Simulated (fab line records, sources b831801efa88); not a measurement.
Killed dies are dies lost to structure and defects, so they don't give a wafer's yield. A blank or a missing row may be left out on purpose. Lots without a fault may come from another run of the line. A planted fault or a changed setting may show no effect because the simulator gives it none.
Which tool did it? | flow sky130 | 7 lots, 21 wafers sampled, at 1 step of a route of 708

WHAT THE GAUGES READ, wafer by wafer
SKY_FIELD_ISO_THK_MEAS_23.
lot  | measured    | on            | FIELD_ISO_OXIDATION_01_THK (nm)
L232 | day 2 19:28 | film_metro-01 | 10.45 10.69 10.71
L234 | day 3 08:41 | film_metro-03 | 10.10 10.32 10.22
L237 | day 3 19:57 | film_metro-03 | 10.39 10.32 10.35
L239 | day 4 10:38 | film_metro-03 | 10.16 10.18 10.39
L242 | day 4 23:04 | film_metro-01 | 9.95 10.07 9.84
L249 | day 6 16:18 | film_metro-03 | 9.93 10.03 9.93
L253 | day 7 10:08 | film_metro-01 | 10.32 10.42 10.50

WHICH TOOL RAN EACH LOT (tool, then ch and the chambers of the sampled wafers, then the start)
The record holds no process step before these readings.

THE ANSWER, worked out from the rows above alone
Rule: what is usual is taken from the lots themselves. Put in order of their means at a reading, lots are off if they are a third of the lots or fewer, leave a main group of 4 or more, and stand apart from it by a gap of 3 or more times the standard deviation of the main group's means; of several such gaps the widest counts. A main group whose means are all the same, to the digits that the tables above print for the reading, isn't used. A lot without any number at a reading at which 4 lots or more have one is off too. The other lots that the step has rows for count as sound.
No lot is off at any reading shown: from this, nothing can be told.

WHAT THE SIMULATOR HAD PUT IN
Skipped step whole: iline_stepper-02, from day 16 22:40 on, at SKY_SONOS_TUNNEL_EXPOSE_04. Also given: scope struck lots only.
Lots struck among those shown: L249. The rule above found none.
